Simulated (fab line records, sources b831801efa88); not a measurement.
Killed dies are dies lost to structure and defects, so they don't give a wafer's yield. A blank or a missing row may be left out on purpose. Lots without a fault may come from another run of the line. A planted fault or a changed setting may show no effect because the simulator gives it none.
A struck lot beside a sound one | flow sky130 | 42 steps out of a route of 708
Sound: wafers L862.1, L862.2, L862.4. Struck: wafers L871.1, L871.3, L871.4. The cause comes at the end.
At each step with rows: each side's tool, then ch and its chambers, then its first start. Under that, the readings that differ: sound wafers | struck wafers | difference of the means | sigmas: that difference in standard deviations of wafers without a fault.
alike: readings whose means differ by less than 2 such deviations, and words and numbers that are the same on both sides. not compared: withheld readings, readings that some wafer has no value for, bounds like >300 that may hide the same value, and numbers for which the record gives no deviation and whose values overlap.
The two part at a step that has a row with sigmas, a row that says differs or no value, or rows on one side only. Numbers that don't overlap but have no deviation are shown without sigmas and don't part them. A reading that every wafer of one side lacks parts them only if that side has two wafers or more.

SKY_NWELL_RS_MEAS_31: measures by four-point-probe.
  sound on film_metro-04, day 5 13:52; struck on film_metro-02, day 7 18:04
  alike: PWDE_RS
then, 7 steps without rows for these wafers: SKY_VT_ADJUST_HVTP_DEHYDRATE_00 (time 60 s); SKY_VT_ADJUST_HVTP_HMDS_01 (prime time 62.78 s); SKY_VT_ADJUST_HVTP_COAT_02 (resist thk 1140 nm); SKY_VT_ADJUST_HVTP_SOFTBAKE_03 (time 60 s); SKY_VT_ADJUST_HVTP_EXPOSE_04 (exposes mask HVTPM, target cd 380 nm); SKY_VT_ADJUST_HVTP_PEB_05; SKY_VT_ADJUST_HVTP_DEVELOP_06 (develop time 58.02 s).
SKY_VT_ADJUST_HVTP_CD_MEAS_07: target cd 380 nm.
  sound on cd_sem-01, day 6 08:59; struck on cd_sem-02, day 8 15:34
  alike: cd_nm
SKY_VT_ADJUST_HVTP_OVL_MEAS_08:
  sound on overlay-01, day 6 09:06; struck on overlay-02, day 8 15:41
  alike: VT_ADJUST_HVTP_OVL
then, 1 step without rows for these wafers: SKY_VT_ADJUST_HVTP_IMPLANT_09.
SKY_VT_ADJUST_HVTP_STRIP_10: strips in O2/N2.
  sound on plasma_asher-01 ch 0,1, day 6 09:17; struck on plasma_asher-01 ch 0,1, day 8 15:53
  alike: drypump_motor_current_A, oes_product_au, strip_time_to_endpoint_s
  not compared: rf_hours_counter_h
SKY_VT_ADJUST_HVTP_TW_MEAS_11:
  sound on film_metro-03, day 6 09:23; struck on film_metro-01, day 8 15:59
  alike: VT_ADJUST_HVTP_TW
then, 7 steps without rows for these wafers: SKY_VT_ADJUST_LVTN_DEHYDRATE_00 (time 60 s); SKY_VT_ADJUST_LVTN_HMDS_01 (prime time 60 s); SKY_VT_ADJUST_LVTN_COAT_02 (resist thk 3000 nm); SKY_VT_ADJUST_LVTN_SOFTBAKE_03; SKY_VT_ADJUST_LVTN_EXPOSE_04 (exposes mask NWM COMPLEMENT LESS NATIVE, target cd 840 nm); SKY_VT_ADJUST_LVTN_PEB_05; SKY_VT_ADJUST_LVTN_DEVELOP_06 (develop time 60 s).
SKY_VT_ADJUST_LVTN_OVL_MEAS_07:
  sound on overlay-02, day 7 04:07; struck on overlay-02, day 9 13:25
  alike: VT_ADJUST_LVTN_OVL
then, 1 step without rows for these wafers: SKY_VT_ADJUST_LVTN_IMPLANT_08.
SKY_VT_ADJUST_LVTN_STRIP_09: strips in O2/N2.
  sound on plasma_asher-03 ch 0,1, day 7 04:19; struck on plasma_asher-02 ch 0,1, day 9 13:37
  alike: drypump_motor_current_A, oes_product_au, strip_time_to_endpoint_s
  not compared: rf_hours_counter_h
SKY_VT_ADJUST_LVTN_TW_MEAS_10:
  sound on film_metro-03, day 7 04:25; struck on film_metro-01, day 9 13:43
  alike: VT_ADJUST_LVTN_TW
then, 7 steps without rows for these wafers: SKY_VT_ADJUST_LVTN_DEHYDRATE_11 (time 60 s); SKY_VT_ADJUST_LVTN_HMDS_12 (prime time 60 s); SKY_VT_ADJUST_LVTN_COAT_13 (resist thk 1140 nm); SKY_VT_ADJUST_LVTN_SOFTBAKE_14 (time 60 s); SKY_VT_ADJUST_LVTN_EXPOSE_15 (exposes mask HVN STD DERIVED, target cd 600 nm); SKY_VT_ADJUST_LVTN_PEB_16; SKY_VT_ADJUST_LVTN_DEVELOP_17 (develop time 60 s).
SKY_VT_ADJUST_LVTN_OVL_MEAS_18:
  sound on overlay-02, day 7 23:56; struck on overlay-01, day 10 11:52
  alike: VT_ADJUST_LVTN_01_OVL
then, 1 step without rows for these wafers: SKY_VT_ADJUST_LVTN_IMPLANT_19.
SKY_VT_ADJUST_LVTN_STRIP_20: strips in O2/N2.
  sound on plasma_asher-02 ch 0,1, day 8 00:07; struck on plasma_asher-02 ch 0,1, day 10 12:04
  alike: drypump_motor_current_A, oes_product_au, strip_time_to_endpoint_s
  not compared: rf_hours_counter_h
SKY_VT_ADJUST_LVTN_TW_MEAS_21:
  sound on film_metro-02, day 8 00:13; struck on film_metro-02, day 10 12:10
  reading             | sound             | struck            | difference | sigmas
  VT_ADJUST_LVTN_2_TW | 186.9 187.9 187.7 | 182.8 182.8 183.7 | -4.4       | -2
then, 6 steps without rows for these wafers: SKY_VT_ADJUST_NCORE_DEHYDRATE_00 (time 60 s); SKY_VT_ADJUST_NCORE_HMDS_01 (prime time 60 s); SKY_VT_ADJUST_NCORE_COAT_02 (resist thk 1140 nm); SKY_VT_ADJUST_NCORE_SOFTBAKE_03 (time 60 s); SKY_VT_ADJUST_NCORE_EXPOSE_04 (exposes mask LVTN COMPLEMENT THIN, target cd 380 nm); SKY_VT_ADJUST_NCORE_PEB_05.
-- the record jumps here: 38 days lie between the struck wafers' starts before and after (it left off in module VT_ADJUST_NCORE and takes up again in module PAD_OPEN, whose first step shown is number 708 of the route) --
SKY_PAD_OPEN_PROBE_99:
  sound on prober-01, day 46 01:20; struck on prober-02, day 48 08:14
  reading             | sound    | struck   | difference | sigmas
  killed_at_front_end | 11 12 14 | 15 30 39 | +16        | +4
  alike: killed_at_M0_to_M3, killed_at_M4_up, killed_at_contacts, killed_at_other, killed_dies, killed_open, killed_short

WHERE THEY PART
First at SKY_VT_ADJUST_LVTN_TW_MEAS_21; last, within this record, at SKY_PAD_OPEN_PROBE_99.

WHY: what the simulator had put in
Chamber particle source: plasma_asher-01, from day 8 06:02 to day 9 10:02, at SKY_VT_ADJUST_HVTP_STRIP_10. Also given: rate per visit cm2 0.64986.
